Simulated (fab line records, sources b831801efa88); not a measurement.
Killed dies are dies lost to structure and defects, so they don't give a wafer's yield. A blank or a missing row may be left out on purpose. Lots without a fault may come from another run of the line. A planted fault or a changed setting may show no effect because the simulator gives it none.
Chamber matching | flow gf180mcu | GF_STI_ETCH_13 on rie_diel-04: 4 sister chambers
The step etches the open film in CHF3/O2, stops on Si, target depth 282.31 nm, time 112.9 s. 4 wafers are shown with their chamber, then 8 later ones without.

WAFERS WITH THEIR CHAMBER
wafer  | chamber | drypump_motor_current_A (A)
L431.4 | 1       | 6.7
L433.4 | 2       | 6.3
L433.6 | 0       | 5.7
L438.1 | 3       | 6.1

WAFERS WITHOUT THEIR CHAMBER
wafer  | drypump_motor_current_A (A)
L438.2 | 6.3
L438.4 | 6.4
L439.3 | 5.7
L439.4 | 6.1
L439.6 | 6.4
L441.1 | 6.1
L441.5 | 6.7
L441.6 | 5.7

WHICH CHAMBER EACH WENT THROUGH
wafer  | from the rows above | in truth
L438.2 | 2                   | 2
L438.4 | 2                   | 2
L439.3 | 0                   | 0
L439.4 | 3                   | 3
L439.6 | 2                   | 2
L441.1 | 3                   | 3
L441.5 | 1                   | 1
L441.6 | 0                   | 0
Placed correctly: 8 of 8. Can't be placed from these rows: 0. Placed wrongly: 0.
How it was worked out, from the rows above alone: a wafer's distance from a chamber is the root of the sum, over the readings, of the square of ((its reading less the chamber's mean) divided by the reading's scatter). The wafer belongs to the nearest chamber; if the next one is less than 2 further off, it can't be placed. A chamber's mean is the mean of its shown wafers. The scatter: with one shown wafer a chamber, the root of the mean of the squares of how far each hidden wafer lies from its nearest shown one.
